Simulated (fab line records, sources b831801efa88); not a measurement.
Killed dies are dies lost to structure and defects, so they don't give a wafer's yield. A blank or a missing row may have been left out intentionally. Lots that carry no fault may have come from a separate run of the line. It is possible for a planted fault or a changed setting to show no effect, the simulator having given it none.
fab line records    flow gf180mcu
record: lots: 6  wafers: 16  lastDay: 34
route steps=602 shown M4@468 V4@476 MIM@503
lots with no fault: from the same line, run without faults
startH: the number of hours between the record's first day and the start of the first shown wafer of the lot    waitH: how many hours have passed since the lot's step before this one    " same as the row above    L1.1+2: a single row standing in for several wafers    - no value, or no start given    * or withheld: withheld    < > ~ a bound
route shown NAME@n: NAME is a module with steps in the file, n the number in the route of the first one    usual: the fault-free wafers' mean and standard deviation    same: alike in all rows    chamber/n: place in a boat    sites: the reading at each site    _std_site: standard deviation of those values    _edge_site: outer sites' mean less inner sites'    radiusMm: for every site, how far away it sits from the centre of the wafer    mask NAME#n: copy n    behind: the most recent tool/chamber to have shaped the wafer    hold: the reason the lot was held/the length of the hold in hours/how it ended    device: the transistor (n, p or np) that didn't switch    end of line: the tests these same wafers got at the end of their route    for a step that has no rows: nothing shown but its recipe    killed: at the first sort, the dies lost to defects and structure; wafer yield is something else    map: per-die view of a wafer (x killed, . not killed, _ where there is no die)
set.NAME: the setting that was run; set.NAME@STEP: the one run at that earlier step    model.NAME: the simulator's own value behind a step, which no gauge read
lots at some steps of the route; a table a step, a row a wafer
services: when a tool's chamber went out of use (startH, in hours from the record's first day, below 0 if earlier), for how many hours, and the reason
== steps ==
step: GF_M4_PEB_12
recipe: pebTempC: 135  pebTimeS: 90  resist: KrF
step: GF_M4_DEVELOP_13
recipe: developTimeS: 60  devTempC: 21
step: GF_M4_CD_MEAS_14
recipe: targetCdNm: 280
usual: cdNm: 279.9/1.2
lot.wafer  tool      chamber  startH  waitH  cdNm
L609.4     cdSem-01  -        537.14  0.1    281.5
L609.5     "         -        "       "      279.9
L609.6     "         -        "       "      278.8
L613.1     cdSem-02  -        570.23  0.1    279.3
L613.4     "         -        "       "      279.7
L613.6     "         -        "       "      279.6
L615.2     cdSem-02  -        585.48  0.1    280.3
L615.3     "         -        "       "      279.1
L617.1     cdSem-02  -        604.51  0.1    281.8
L617.2     "         -        "       "      281.8
L622.1     cdSem-01  -        646.06  0.1    280.1
L622.2     "         -        "       "      281.8
L622.6     "         -        "       "      280.5
L627.1     cdSem-01  -        702.91  0.1    281.7
L627.3     "         -        "       "      281.9
L627.6     "         -        "       "      279.5
step: GF_M4_OVL_MEAS_15
usual: M4_OVL: -1/5.9
lot.wafer  tool        chamber  startH  waitH  M4_OVL[nm]
L609.4     overlay-02  -        537.22  0.1    -6
L609.5     "           -        "       "      0
L609.6     "           -        "       "      -13
L613.1     overlay-02  -        570.37  0.1    -8
L613.4     "           -        "       "      -3
L613.6     "           -        "       "      5
L615.2     overlay-02  -        585.59  0.1    -15
L615.3     "           -        "       "      -2
L617.1     overlay-02  -        604.63  0.1    2
L617.2     "           -        "       "      4
L622.1     overlay-01  -        646.18  0.1    -3
L622.2     "           -        "       "      -4
L622.6     "           -        "       "      -1
L627.1     overlay-01  -        703.03  0.1    1
L627.3     "           -        "       "      6
L627.6     "           -        "       "      6
step: GF_M4_METAL_ETCH_16
recipe: chemistry: Cl2/BCl3  maskMaterial: KrF  targetDepthNm: 750.8  stopOn: SiO2  pressureMtorr: 8  icpW: 800  biasW: 140  Cl2_flow_sccm: 80  bcl3FlowSccm: 40  timeS: 125.1
usual: biasW: 139.9/0.38  drypumpMotorCurrentA: 5.7/0.5  oesProductAu: 0.990/0.0053  throttleValvePct: 28.229/0.01
same: timeS: 125.1
lot.wafer  tool         chamber  startH  waitH  biasW  drypumpMotorCurrentA  oesProductAu  rfHoursCounterH  throttleValvePct
L609.4     rieMetal-04  0        537.28  0.1    139.7  5.0                   0.980         -                28.232
L609.5     "            1        "       "      140.0  5.6                   0.989         -                28.235
L609.6     "            0        "       "      140.2  5.1                   0.987         -                28.231
L613.1     rieMetal-01  1        570.41  0.0    140.1  5.4                   0.990         2                28.238
L613.4     "            1        "       "      140.2  5.5                   0.993         -                28.218
L613.6     "            1        "       "      139.9  5.4                   0.993         -                28.241
L615.2     rieMetal-02  0        585.62  0.0    139.5  5.7                   0.993         11               28.227
L615.3     "            1        "       "      140.5  6.7                   0.983         -                28.229
L617.1     rieMetal-04  1        604.67  0.0    140.6  5.6                   0.987         4                28.237
L617.2     "            0        "       "      139.9  5.1                   0.989         12               28.224
L622.1     rieMetal-02  1        646.22  0.0    140.9  6.6                   0.992         3                28.227
L622.2     "            0        "       "      140.5  5.7                   0.991         13               28.231
L622.6     "            0        "       "      140.4  5.7                   0.990         -                28.229
L627.1     rieMetal-02  0        703.07  0.0    140.0  5.7                   0.996         16               28.226
L627.3     "            0        "       "      139.9  5.7                   0.993         -                28.244
L627.6     "            1        "       "      140.7  6.7                   0.988         -                28.232
step: GF_M4_STRIP_17
recipe: chemistry: O2/N2  powerW: 1400  pressureMtorr: 1500  platenTempC: 250  o2FlowSccm: 3000  n2FlowSccm: 300  overashFraction: 0.5
usual: drypumpMotorCurrentA: 5.9/0.61  heaterPowerW: 351/23  oesProductAu: 0.537/0.0044  stripTimeToEndpointS: 7.37/0.043
same: overashFraction: 0.5
lot.wafer  tool            chamber  startH  waitH  drypumpMotorCurrentA  heaterPowerW  oesProductAu  rfHoursCounterH  stripTimeToEndpointS
L609.4     plasmaAsher-03  0        537.40  0.1    5.5                   360           0.543         -                7.38
L609.5     "               1        "       "      5.3                   308           0.536         -                7.38
L609.6     "               0        "       "      5.5                   364           0.532         -                7.39
L613.1     plasmaAsher-01  1        570.66  0.2    6.3                   360           0.532         92               7.37
L613.4     "               0        "       "      6.5                   344           0.535         -                7.35
L613.6     "               1        "       "      6.4                   360           0.532         -                7.34
L615.2     plasmaAsher-03  0        585.75  0.1    5.5                   364           0.533         83               7.31
L615.3     "               0        "       "      5.5                   367           0.540         -                7.42
L617.1     plasmaAsher-01  0        604.80  0.1    6.5                   342           0.539         96               7.39
L617.2     "               1        "       "      6.3                   366           0.533         96               7.41
L622.1     plasmaAsher-04  1        646.35  0.1    4.8                   370           0.538         19               7.42
L622.2     "               0        "       "      6.3                   336           0.538         19               7.40
L622.6     "               0        "       "      6.3                   340           0.535         -                7.42
L627.1     plasmaAsher-01  1        703.20  0.1    6.3                   351           0.537         107              7.34
L627.3     "               0        "       "      6.5                   347           0.545         -                7.33
L627.6     "               0        "       "      6.5                   339           0.535         -                7.34
step: GF_M4_STRIP_18
recipe: chemistry: postEtchResidueRemover  timeS: 1200  tempC: 72.5
step: GF_M4_CLEAN_19
recipe: chemistry: DIW  dry: n2Spin
step: GF_V4_CVD_00
recipe: material: SiO2  targetThkNm: 600  sigmaOpenFrac: 0.3  tempC: 400  timeS: 100  sih4FlowSccm: 60  pressureMtorr: 6
step: GF_V4_THK_MEAS_01
recipe: reads: SiO2_of_V4_CVD_00
usual: V4_CVD_00_THK: 599/6.8
lot.wafer  tool          chamber  startH  waitH  V4_CVD_00_THK[nm]
L609.4     filmMetro-04  -        538.03  0.0    610
L609.5     "             -        "       "      605
L609.6     "             -        "       "      606
L613.1     filmMetro-03  -        571.30  0.0    601
L613.4     "             -        "       "      602
L613.6     "             -        "       "      605
L615.2     filmMetro-02  -        586.36  0.0    604
L615.3     "             -        "       "      603
L617.1     filmMetro-03  -        605.49  0.0    602
L617.2     "             -        "       "      612
L622.1     filmMetro-02  -        647.31  0.1    610
L622.2     "             -        "       "      602
L622.6     "             -        "       "      604
L627.1     filmMetro-03  -        703.84  0.1    594
L627.3     "             -        "       "      595
L627.6     "             -        "       "      596
step: GF_V4_CVD_02
recipe: material: SiO2  targetThkNm: 850  precursor: TEOS  tempC: 400  timeS: 94.851  rfW: 600
step: GF_V4_THK_MEAS_03
recipe: reads: SiO2_of_V4_CVD_02
usual: V4_CVD_02_THK: 851/11
lot.wafer  tool          chamber  startH  waitH  V4_CVD_02_THK[nm]
L609.4     filmMetro-04  -        538.16  0.0    856
L609.5     "             -        "       "      853
L609.6     "             -        "       "      869
L613.1     filmMetro-04  -        571.43  0.0    858
L613.4     "             -        "       "      862
L613.6     "             -        "       "      867
L615.2     filmMetro-03  -        586.49  0.0    855
L615.3     "             -        "       "      838
L617.1     filmMetro-03  -        605.62  0.0    841
L617.2     "             -        "       "      846
L622.1     filmMetro-02  -        647.44  0.0    855
L622.2     "             -        "       "      844
L622.6     "             -        "       "      864
L627.1     filmMetro-04  -        703.97  0.0    839
L627.3     "             -        "       "      851
L627.6     "             -        "       "      853
step: GF_V4_CMP_04
recipe: material: SiO2  downForcePsi: 4  platenRpm: 60  padVelocityMS: 0.94248
usual: motorCurrentA: 11.7/1.6  platenRpm: 60.00/0.04  timeToEndpointS: 82/6
lot.wafer  tool    chamber  startH  waitH  motorCurrentA  platenRpm  timeToEndpointS  model.SiO2_of_V4_CVD_02.thkNm
L609.4     cmp-01  3        538.19  0.0    9.8            60.00      84               634
L609.5     "       3        "       "      9.8            60.02      84               633.8
L609.6     "       0        "       "      10.0           60.02      85               632.3
L613.1     cmp-02  2        571.49  0.1    12.4           59.91      85               631.1
L613.4     "       1        "       "      14.4           59.96      83               631.6
L613.6     "       2        "       "      12.9           59.98      88               631.6
L615.3     cmp-02  2        586.59  0.1    12.9           59.94      96               704.8
L615.2     "       0        "       "      12.0           60.04      72               630.7
L617.2     cmp-02  1        605.68  0.0    14.4           59.95      76               631.8
L617.1     "       0        "       "      12.1           60.03      97               704.2
L622.2     cmp-01  3        647.55  0.1    9.4            60.04      82               633.4
L622.1     "       0        "       "      9.6            60.04      87               631.6
L622.6     "       2        "       "      13.3           60.01      89               632.3
L627.1     cmp-01  1        704.08  0.1    11.3           59.97      82               631.5
L627.3     "       3        "       "      9.8            59.96      92               633.6
L627.6     "       0        "       "      9.0            60.06      89               632.2
step: GF_V4_BOW_MEAS_05
recipe: mode: bow
usual: V4_BOW: 135/9.3
lot.wafer  tool          chamber  startH  waitH  V4_BOW[um]
L609.4     filmMetro-03  -        538.55  0.3    139
L609.5     "             -        "       "      135
L609.6     "             -        "       "      143
L613.1     filmMetro-04  -        571.79  0.2    130
L613.4     "             -        "       "      134
L613.6     "             -        "       "      132
L615.2     filmMetro-03  -        586.86  0.1    135
L615.3     "             -        "       "      131
L617.1     filmMetro-04  -        605.98  0.1    132
L617.2     "             -        "       "      131
L622.1     filmMetro-03  -        647.80  0.1    130
L622.2     "             -        "       "      133
L622.6     "             -        "       "      128
L627.1     filmMetro-04  -        704.33  0.2    142
L627.3     "             -        "       "      127
L627.6     "             -        "       "      138
step: GF_V4_DEHYDRATE_06
recipe: tempC: 200  timeS: 60
step: GF_V4_HMDS_07
recipe: primeTimeS: 60  primeTempC: 120
step: GF_V4_COAT_08
recipe: resist: BARC  tempC: withheld  timeS: withheld  spinRpm: withheld  resistThkNm: withheld
step: GF_V4_COAT_09
recipe: resist: KrF  spinRpm: withheld  resistThkNm: 1000
step: GF_V4_SOFTBAKE_10
recipe: tempC: 130  timeS: 60  resist: KrF
step: GF_V4_EXPOSE_11
recipe: maskId: Via4  targetCdNm: 260  na: 0.68  sourceShape: conventional  sigmaOuter: 0.6  doseMj: 38
step: GF_V4_PEB_12
recipe: pebTempC: 135  pebTimeS: 90  resist: KrF
step: GF_V4_DEVELOP_13
recipe: developTimeS: 60  resist: KrF  devTempC: 21
step: GF_V4_CD_MEAS_14
recipe: targetCdNm: 260
usual: cdNm: 260.1/1.4
lot.wafer  tool      chamber  startH  waitH  cdNm
L609.4     cdSem-02  -        561.29  0.1    258.9
L609.5     "         -        "       "      258.0
L609.6     "         -        "       "      258.5
L613.1     cdSem-01  -        593.58  0.1    260.6
L613.4     "         -        "       "      259.9
L613.6     "         -        "       "      260.3
L615.2     cdSem-02  -        608.60  0.1    261.3
L615.3     "         -        "       "      260.5
L617.1     cdSem-01  -        626.78  0.1    260.4
L617.2     "         -        "       "      260.5
L622.1     cdSem-02  -        666.78  0.1    261.7
L622.2     "         -        "       "      262.6
L622.6     "         -        "       "      261.7
L627.1     cdSem-02  -        722.43  0.1    259.9
L627.3     "         -        "       "      258.7
L627.6     "         -        "       "      259.3
step: GF_V4_OVL_MEAS_15
usual: V4_OVL: 3/4.2
lot.wafer  tool        chamber  startH  waitH  V4_OVL[nm]
L609.4     overlay-02  -        561.36  0.1    0
L609.5     "           -        "       "      6
L609.6     "           -        "       "      8
L613.1     overlay-01  -        593.70  0.1    3
L613.4     "           -        "       "      1
L613.6     "           -        "       "      2
L615.2     overlay-01  -        608.71  0.1    9
L615.3     "           -        "       "      6
L617.1     overlay-01  -        626.90  0.1    9
L617.2     "           -        "       "      4
L622.1     overlay-02  -        666.90  0.1    5
L622.2     "           -        "       "      -1
L622.6     "           -        "       "      -5
L627.1     overlay-01  -        722.55  0.1    11
L627.3     "           -        "       "      4
L627.6     "           -        "       "      0
step: GF_V4_ETCH_16
recipe: chemistry: N2/H2  targetDepthA: withheld  overetchA: withheld  timeS: withheld  target: BARC  ionEnergyEv: 200  sourceW: 500  biasW: 100  pressureMtorr: 30  n2FlowSccm: 100  h2FlowSccm: 200
step: GF_V4_ETCH_17
recipe: chemistry: C4F8/O2/Ar  maskMaterial: KrF  target: SiO2  stopOn: TiN  sourceW: 1500  biasW: 1200  pressureMtorr: 40  c4f8FlowSccm: withheld  O2_flow_sccm: 6  Ar_flow_sccm: 300  timeS: withheld  targetDepthA: 6300
usual: biasW: 1200/3.5  oesProductAu: 0.856/0.0048
lot.wafer  tool        chamber  startH  waitH  biasW  oesProductAu  model.V4.featureDepthNm  model.etch.depthNm
L609.4     rieDiel-03  3        -       -      1199   0.856         634                      634
L609.5     "           3        "       "      1195   0.859         633.8                    633.8
L609.6     "           2        "       "      1198   0.864         632.3                    632.3
L613.1     rieDiel-04  3        -       -      1204   0.842         631.1                    631.1
L613.4     "           1        "       "      1202   0.844         631.6                    631.6
L613.6     "           1        "       "      1197   0.855         631.6                    631.6
L615.2     rieDiel-01  1        -       -      1198   0.851         630.7                    630.7
L615.3     "           2        "       "      1195   0.907         704.8                    704.8
L617.1     rieDiel-01  3        -       -      1198   0.913         704.2                    704.2
L617.2     "           1        "       "      1198   0.845         631.8                    631.8
L622.1     rieDiel-03  0        -       -      1194   0.855         631.6                    631.6
L622.2     "           1        "       "      1198   0.864         633.4                    633.4
L622.6     "           3        "       "      1199   0.861         632.3                    632.3
L627.1     rieDiel-04  1        -       -      1202   0.850         631.5                    631.5
L627.3     "           0        "       "      1194   0.857         633.6                    633.6
L627.6     "           1        "       "      1207   0.861         632.2                    632.2
step: GF_V4_STRIP_18
recipe: chemistry: O2/N2  powerW: 1400  pressureMtorr: 1500  platenTempC: 250  o2FlowSccm: 3000  n2FlowSccm: 300  overashFraction: 0.5
usual: drypumpMotorCurrentA: 5.5/0.4  heaterPowerW: 337/25  oesProductAu: 0.592/0.0046
same: overashFraction: 0.5
lot.wafer  tool            chamber  startH  waitH  drypumpMotorCurrentA  heaterPowerW  oesProductAu  rfHoursCounterH
L609.4     plasmaAsher-02  1        561.54  -      5.9                   313           0.598         -
L609.5     "               0        "       "      5.2                   332           0.588         -
L609.6     "               1        "       "      5.9                   310           0.598         -
L613.1     plasmaAsher-02  1        593.87  -      5.9                   316           0.591         51
L613.4     "               0        "       "      5.2                   328           0.594         -
L613.6     "               1        "       "      5.9                   317           0.589         -
L615.2     plasmaAsher-02  1        608.87  -      5.9                   313           0.592         53
L615.3     "               0        "       "      5.2                   332           0.594         -
L617.1     plasmaAsher-04  0        627.07  -      6.3                   333           0.596         17
L617.2     "               1        "       "      4.8                   388           0.599         17
L622.1     plasmaAsher-03  1        667.07  -      5.3                   303           0.589         91
L622.2     "               0        "       "      5.5                   363           0.596         91
L622.6     "               1        "       "      5.2                   311           0.592         -
L627.1     plasmaAsher-02  0        722.72  -      5.2                   323           0.591         65
L627.3     "               0        "       "      5.2                   333           0.594         -
L627.6     "               0        "       "      5.2                   339           0.592         -
step: GF_V4_STRIP_19
recipe: chemistry: postEtchResidueRemover  timeS: 1200  tempC: 72.5
step: GF_V4_CLEAN_20
recipe: chemistry: DIW  dry: n2Spin
step: GF_V4_SPUTTER_21
recipe: material: Ti  targetThkNm: 15  chamberPressurePa: 5  powerW: 2500  substrateTempC: 200  timeS: 80.02
step: GF_V4_SPUTTER_22
recipe: material: TiN  targetThkNm: 10  chamberPressurePa: 5  powerW: 4000  timeS: 40
usual: throttleValvePct: 29.6/1.2
same: timeS: 40
lot.wafer  tool           chamber  startH  waitH  throttleValvePct
L609.4     pvdSputter-02  -        562.12  0.0    29.4
L609.5     "              -        "       "      27.5
L609.6     "              -        "       "      28.9
L613.1     pvdSputter-04  -        594.46  0.0    31.7
L613.4     "              -        "       "      28.8
L613.6     "              -        "       "      28.6
L615.2     pvdSputter-04  -        609.54  0.0    30.5
L615.3     "              -        "       "      30.2
L617.1     pvdSputter-04  -        627.66  0.0    32.0
L617.2     "              -        "       "      30.7
L622.1     pvdSputter-04  -        667.67  0.0    31.6
L622.2     "              -        "       "      29.0
L622.6     "              -        "       "      30.8
L627.1     pvdSputter-02  -        723.32  0.0    27.6
L627.3     "              -        "       "      29.9
L627.6     "              -        "       "      28.6
step: GF_V4_CVD_23
recipe: material: W  targetThkNm: 350  timeS: 104.9  tempC: 400  pressureTorr: 40
usual: heaterPowerW: 910/71
same: timeS: 104.9
lot.wafer  tool     chamber  startH  waitH  heaterPowerW
L609.4     cvdW-02  0        562.20  0.1    993
L609.5     "        1        "       "      829
L609.6     "        0        "       "      1010
L613.1     cvdW-01  0        594.50  0.0    965
L613.4     "        1        "       "      832
L613.6     "        1        "       "      837
L615.2     cvdW-02  0        609.58  0.0    1001
L615.3     "        0        "       "      996
L617.1     cvdW-01  0        627.70  0.0    981
L617.2     "        1        "       "      816
L622.1     cvdW-01  1        667.71  0.0    834
L622.2     "        0        "       "      946
L622.6     "        0        "       "      970
L627.1     cvdW-01  1        723.36  0.0    843
L627.3     "        1        "       "      853
L627.6     "        0        "       "      955
step: GF_V4_RS_MEAS_24
recipe: thkMeasGauge: four-point-probe  reads: W_of_V4_CVD_23+TiN_of_V4_SPUTTER_22+Ti_of_V4_SPUTTER_21
usual: V4_W_RS: 0.327/0.005
lot.wafer  tool          chamber  startH  waitH  V4_W_RS[ohm/sq]
L609.4     filmMetro-03  -        562.33  0.1    0.330
L609.5     "             -        "       "      0.330
L609.6     "             -        "       "      0.328
L613.1     filmMetro-03  -        594.61  0.1    0.328
L613.4     "             -        "       "      0.330
L613.6     "             -        "       "      0.329
L615.2     filmMetro-02  -        609.71  0.1    0.330
L615.3     "             -        "       "      0.330
L617.1     filmMetro-03  -        627.81  0.1    0.330
L617.2     "             -        "       "      0.330
L622.1     filmMetro-03  -        667.82  0.1    0.332
L622.2     "             -        "       "      0.331
L622.6     "             -        "       "      0.331
L627.1     filmMetro-02  -        723.47  0.1    0.328
L627.3     "             -        "       "      0.329
L627.6     "             -        "       "      0.329
step: GF_V4_THK_MEAS_25
recipe: thkMeasGauge: xrf  reads: W_of_V4_CVD_23
usual: V4_W_THK: 358/6.6
lot.wafer  tool          chamber  startH  waitH  V4_W_THK[nm]
L609.4     filmMetro-03  -        562.42  0.1    350
L609.5     "             -        "       "      347
L609.6     "             -        "       "      350
L613.1     filmMetro-03  -        594.73  0.1    356
L613.4     "             -        "       "      354
L613.6     "             -        "       "      357
L615.2     filmMetro-02  -        609.82  0.1    351
L615.3     "             -        "       "      351
L617.1     filmMetro-03  -        627.93  0.1    353
L617.2     "             -        "       "      355
L622.1     filmMetro-03  -        667.94  0.1    350
L622.2     "             -        "       "      351
L622.6     "             -        "       "      348
L627.1     filmMetro-02  -        723.59  0.1    356
L627.3     "             -        "       "      356
L627.6     "             -        "       "      355
step: GF_V4_CMP_26
recipe: stopOn: SiO2  downForcePsi: 3.5  platenRpm: 60  tOverpolishS: 15  targetThkNm: 0  padVelocityMS: 0.94248
usual: motorCurrentA: 10.6/1.5  platenRpm: 60.00/0.046
lot.wafer  tool    chamber  startH  waitH  motorCurrentA  platenRpm  model.SiO2_of_V4_CVD_02.thkNm
L609.4     cmp-01  3        562.60  0.2    8.7            59.91      630.2
L609.6     "       0        "       "      8.7            59.89      628.5
L609.5     "       1        "       "      10.2           59.91      630.1
L613.1     cmp-02  3        594.79  0.1    9.8            59.99      627.3
L613.4     "       1        "       "      12.4           59.93      627.8
L613.6     "       0        "       "      10.9           59.96      627.8
L615.3     cmp-01  3        609.97  0.1    9.2            60.03      701
L615.2     "       0        "       "      8.7            59.98      626.9
L617.1     cmp-01  0        628.09  0.1    8.8            60.03      700.5
L617.2     "       1        "       "      10.7           60.09      628
L622.1     cmp-02  2        668.05  0.1    11.7           60.02      627.8
L622.2     "       3        "       "      10.1           59.87      629.6
L622.6     "       2        "       "      11.9           59.96      628.5
L627.3     cmp-01  1        723.70  0.1    10.5           60.01      629.8
L627.1     "       3        "       "      9.2            60.03      627.7
L627.6     "       1        "       "      10.1           60.02      628.5
step: GF_MIM_SPUTTER_00
recipe: material: Ti  targetThkNm: 37.5  arrivingIonEnergyEv: 80  substrateTempC: 200  chamberPressurePa: 2  powerW: 4000  timeS: 150
== services ==
tool            chamber  startH  hours  kind
cmp-02          -        531.89  4.4    pm
plasmaAsher-02  -        535.89  0.6    repair
rieDiel-04      2        544.35  9.1    repair
cmp-02          -        550.84  12.0   repair
pvdSputter-02   -        552.20  2.9    repair
plasmaAsher-01  -        557.42  4.3    pm
pvdSputter-04   -        566.35  1.3    repair
cmp-02          -        572.00  4.0    pm
cvdW-01         -        578.37  1.9    repair
pvdSputter-04   -        582.99  1.4    repair
rieDiel-03      2        596.19  7.1    repair
plasmaAsher-03  -        607.66  3.4    repair
pvdSputter-04   -        609.94  1.9    repair
cmp-02          -        622.92  2.2    repair
cvdW-01         -        633.14  2.8    pm
rieDiel-04      2        641.04  8.2    repair
cvdW-01         -        649.21  4.3    pm
cmp-01          -        664.24  4.9    pm
rieDiel-04      0        668.25  6.3    repair
plasmaAsher-01  -        672.30  0.7    repair
cmp-01          -        682.03  1.9    repair
rieDiel-04      -        701.21  2.8    pm
cmp-02          -        701.34  6.6    repair
pvdSputter-04   -        717.91  1.9    repair
== key ==
firstSign: step: GF_V4_ETCH_17  reading: oesProductAu  direction: up  sigmas: 11  usual: 0.856  struck: 0.910
effect none on later readings
modelEffect: step: GF_V4_CMP_04  value: SiO2_of_V4_CVD_02.thkNm  without: 632.2  struck: 704.5
modelEffect: step: GF_V4_ETCH_17  value: V4.featureDepthNm  without: 632.2  struck: 704.5
modelEffect: step: GF_V4_CMP_26  value: SiO2_of_V4_CVD_02.thkNm  without: 628.4  struck: 700.7
metAt GF_V4_CMP_04
struckWafers L615.3,L617.1
sortLeftOut L615.3,L617.1
onsetBetween 571.49 586.59
fault: kind: processParameterDrift  tool: cmp-02  chamber: -  onsetH: 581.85  steps: GF_V4_CMP_04  channel: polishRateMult  offset: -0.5  shape: step  endH: 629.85  scope: struckWafersOnly
sortLeftOut: the simulated sort isn't trusted on such a fault, so these wafers' sort isn't shown, and their yield isn't known
